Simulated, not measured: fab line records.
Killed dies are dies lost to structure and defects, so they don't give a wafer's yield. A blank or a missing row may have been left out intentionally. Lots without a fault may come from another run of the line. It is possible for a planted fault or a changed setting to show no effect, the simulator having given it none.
Which tool did it? + flow gf180mcu + 14 lots (42 wafers sampled), 1 step of a 602-step route

WHAT THE GAUGES READ, wafer by wafer
GF_M3_CD_MEAS_14: target cd 280 nm.
| lot  | measured     | on       | cdNm (nm)         |
|------|--------------|----------|-------------------|
| L584 | day 21 12:45 | cdSem-01 | 279.2 279.7 278.3 |
| L586 | day 22 08:51 | cdSem-02 | 280.3 280.1 279.1 |
| L588 | day 23 02:13 | cdSem-01 | 280.3 279.9 281.2 |
| L589 | day 23 10:32 | cdSem-02 | 280.9 281.2 279.7 |
| L590 | day 23 17:17 | cdSem-01 | 281.4 281.4 280.7 |
| L591 | day 24 08:26 | cdSem-01 | 279.5 281.5 279.5 |
| L592 | day 24 16:44 | cdSem-02 | 282.0 281.4 281.4 |
| L593 | day 25 01:59 | cdSem-02 | 280.8 282.0 281.3 |
| L594 | day 25 06:07 | cdSem-02 | 282.2 282.2 282.3 |
| L595 | day 25 16:19 | cdSem-02 | 280.0 279.2 279.3 |
| L603 | day 28 02:26 | cdSem-01 | 280.5 279.4 280.8 |
| L604 | day 28 05:49 | cdSem-02 | 279.7 280.9 280.5 |
| L606 | day 28 20:04 | cdSem-01 | 281.1 280.5 281.4 |
| L607 | day 29 03:14 | cdSem-01 | 279.8 279.8 279.5 |

WHICH TOOL RAN EACH LOT (tool, then ch and the chambers of the sampled wafers, then the start)
There is no process step in the record ahead of these readings.

WHAT THE TOOLS THEMSELVES READ (means of the sampled wafers that have a number; where no wafer has one, the mark that the record gives instead)
The record holds no such reading with a usual standard deviation.

THE ANSWER, worked out from the rows above alone
Rule: usual is defined by the lots themselves. Put in order of their means at a reading, lots are off if they are a third of the lots or fewer, leave a main group of 4 or more, and stand apart from it by a gap of 3 or more times the standard deviation of the main group's means; of several such gaps the widest counts. A main group is skipped when, at the precision printed for the reading in the tables above, its means are all equal. A lot without any number at a reading at which 4 lots or more have one is off too. The other lots that the step has rows for count as sound. The gauges are gone through in route order, then the tools' own readings, and for those a lot's mean is taken as printed above. The first step at which some lot is off is used, and at that step the reading that is off furthest; a lot without a number counts as furthest.
Across all readings shown, no lot is off: no conclusion can be drawn from this.

WHAT WAS PUT IN BY THE SIMULATOR
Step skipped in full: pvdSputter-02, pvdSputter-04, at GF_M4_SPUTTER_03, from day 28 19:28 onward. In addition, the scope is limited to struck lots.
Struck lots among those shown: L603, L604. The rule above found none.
